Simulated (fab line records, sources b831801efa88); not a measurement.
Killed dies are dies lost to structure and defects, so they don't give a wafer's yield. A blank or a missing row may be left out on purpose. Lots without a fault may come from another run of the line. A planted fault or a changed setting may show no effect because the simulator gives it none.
Problem report in the 8D (eight disciplines) form, filled by code | flow sky130 | the parts of the form that need people (team, actions taken, sign-off) are left out

1. THE PROBLEM
FIELD_ISO_CVD_24_THK at SKY_FIELD_ISO_THK_MEAS_25 reads a mean of 326 nm on 3 wafers of 3 lots; wafers without a fault read 591 nm with a standard deviation of 7. That is -38 standard deviations from the usual mean.
First seen on wafer L124.4, day 4 18:20, on film_metro-01. The record holds 40 wafers of 15 lots with a number at this step. Rule for "out", or "out of limits": more than 4 standard deviations from the usual mean. The other wafers with a number count as sound.

2. WHAT IT IS AND WHAT IT IS NOT
question                    | is                                          | is not
which readings at this step | FIELD_ISO_CVD_24_THK                        | -
which lots                  | L124, L125, L127                            | L113, L114, L115, L117, L119, L120, L121, L122, L123, L126, L133, L135
which wafers of those lots  | L124.4, L125.3, L127.4                      | L124.5
read on which gauges        | film_metro-01, film_metro-03, film_metro-04 | -
when                        | from day 4 18:20                            | up to then (28 sound wafers); but 9 sound wafers of L126, L133, L135 came after

3. SUSPECTS, AND WHAT RULES EACH OUT
Counting: a tool at a process step up to the reading stays a suspect if it ran every lot that is out. Sound lots after the first of them don't rule it out here, since some wafers of a struck lot are sound.
- the gauge at SKY_FIELD_ISO_THK_MEAS_25: ruled out. The wafers that are out were read on 3 gauges (film_metro-01, film_metro-03, film_metro-04).
- hdpcvd-01 at SKY_FIELD_ISO_CVD_24 (deposits SiO2, target thk 595 nm, time 99.2 s): kept. It ran every lot that is out, first L124 (day 4 18:16); its last sound lot up to then is L123 (day 4 11:11).
Left after counting: hdpcvd-01 at SKY_FIELD_ISO_CVD_24.

4. THE CAUSE (what the simulator had put in)
Process parameter drift: hdpcvd-01, from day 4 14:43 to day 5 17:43, at SKY_FIELD_ISO_CVD_24. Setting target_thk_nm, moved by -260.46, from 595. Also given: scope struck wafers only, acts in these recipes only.
Counting left only this tool.

5. THE CHAIN OF EFFECTS, in route order
Each row: a reading whose mean over the struck wafers that have a number lies more than 3 standard deviations from the usual. Only readings for which the record gives a usual standard deviation are gone through. hours: the time from each lot's start at the first step in this table that gives one to its start at this step, as a median over the lots. sigmas: the change in usual standard deviations.
hours | step                      | reading              | usual  | on struck wafers | change | sigmas
0     | SKY_FIELD_ISO_THK_MEAS_25 | FIELD_ISO_CVD_24_THK | 591 nm | 326              | -265   | -38
7     | SKY_FIELD_ISO_CMP_27      | time_to_endpoint_s   | 112 s  | 62               | -50    | -9.7
1052  | SKY_PAD_OPEN_PROBE_99     | killed_at_front_end  | 14     | 423              | +409   | +99 or more
1052  | SKY_PAD_OPEN_PROBE_99     | killed_dies          | 85     | 492              | +407   | +47
1052  | SKY_PAD_OPEN_PROBE_99     | killed_on_rim        | 16     | 96               | +80    | +20
The process steps in it:
- SKY_FIELD_ISO_CMP_27: polishes, stops on Si3N4, t overpolish 16 s, target thk 457.8 nm.
- SKY_PAD_OPEN_PROBE_99

6. WHAT WOULD HAVE CAUGHT IT SOONER
In this record the first reading out of limits at a measuring or inspecting step was taken at day 4 18:20, 4 hours after the fault began at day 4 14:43.
Of the lots that are out (3), L125, L127 began SKY_FIELD_ISO_CVD_24 on hdpcvd-01 after day 4 18:20. A hold on the tool at that time would have spared those 2.
